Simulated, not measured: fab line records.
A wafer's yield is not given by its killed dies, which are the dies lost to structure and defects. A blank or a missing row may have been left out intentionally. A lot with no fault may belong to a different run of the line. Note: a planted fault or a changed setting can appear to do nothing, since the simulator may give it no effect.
2 desks looking at one fault / flow sfq_line / every desk sees just its own numbers, and what lay behind them comes last

== FOR THE TOOL OWNER'S DESK: rie_metal-04 ==
The tool's own readings at SFQ_TRILAYER_M4_BARC_OPEN_METAL_ETCH_123 (etches BARC in O2, target depth 125 nm, time 41.7 s): means of the sampled wafers that have a number, for each lot that ran on this tool. The brackets show how far a lot's mean lies from the usual mean; more than 4 standard deviations puts the lot out of limits, marked OUT.
Columns: A = drypump_motor_current_A at SFQ_TRILAYER_M4_BARC_OPEN_METAL_ETCH_123, usual 5.67 A; B = oes_product_au at SFQ_TRILAYER_M4_BARC_OPEN_METAL_ETCH_123, usual 0.685 a.u.; C = run_length_s at SFQ_TRILAYER_M4_BARC_OPEN_METAL_ETCH_123, usual 70.0 s
lot=L202; first seen here=day 53 17:50; A=5.84; B=0.677; C=71.6 (+4.3) OUT
lot=L203; first seen here=day 53 20:13; A=5.85; B=0.669; C=71.6 (+4.3) OUT
lot=L217; first seen here=day 59 16:39; A=5.83; B=0.685; C=69.6
This desk's verdict: out of limits on L202, L203, starting with L202 at day 53 17:50 (run_length_s at SFQ_TRILAYER_M4_BARC_OPEN_METAL_ETCH_123). Within limits: L217.

== METROLOGY DESK ==
Means of the sampled wafers that have a number, per lot and without regard to the tool the lot ran on: this is what the gauges read. The brackets show how far a lot's mean lies from the usual mean; more than 4 standard deviations puts the lot out of limits, marked OUT.
Columns: A = M4_NB_RS at SFQ_M4_RS_MEAS_924, usual 0.893 ohm/sq; B = M4_OVL at SFQ_M4_OVL_MEAS_926, usual -3 nm
lot=L202; first seen here=day 50 16:14; A=0.892; B=3
lot=L203; first seen here=day 50 21:01; A=0.904; B=-2
lot=L213; first seen here=day 57 05:55; A=0.889; B=-8
lot=L216; first seen here=day 59 08:19; A=0.907; B=6
lot=L217; first seen here=day 59 10:46; A=0.883; B=-2
lot=L218; first seen here=day 59 17:21; A=0.900; B=-2
This desk's finding: nothing out of limits on any of the 6 lots.

== PUT TOGETHER ==
The tool owner's desk could have raised an alarm at day 53 17:50, on L202, L203.
The metrology desk saw nothing out of limits.
The metrology desk has L202, L203 on record, within its limits.
Of the lots named, all ran SFQ_TRILAYER_M4_BARC_OPEN_METAL_ETCH_123 on rie_metal-04.

== WHAT WAS PUT IN BY THE SIMULATOR ==
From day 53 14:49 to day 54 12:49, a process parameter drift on rie_metal-04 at SFQ_TRILAYER_M4_BARC_OPEN_METAL_ETCH_123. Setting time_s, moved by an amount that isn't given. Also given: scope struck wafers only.
Struck lots among those shown: L202, L203.
Time in hours from fault onset to the first out-of-limits reading at each desk: the tool owner's desk, 3.
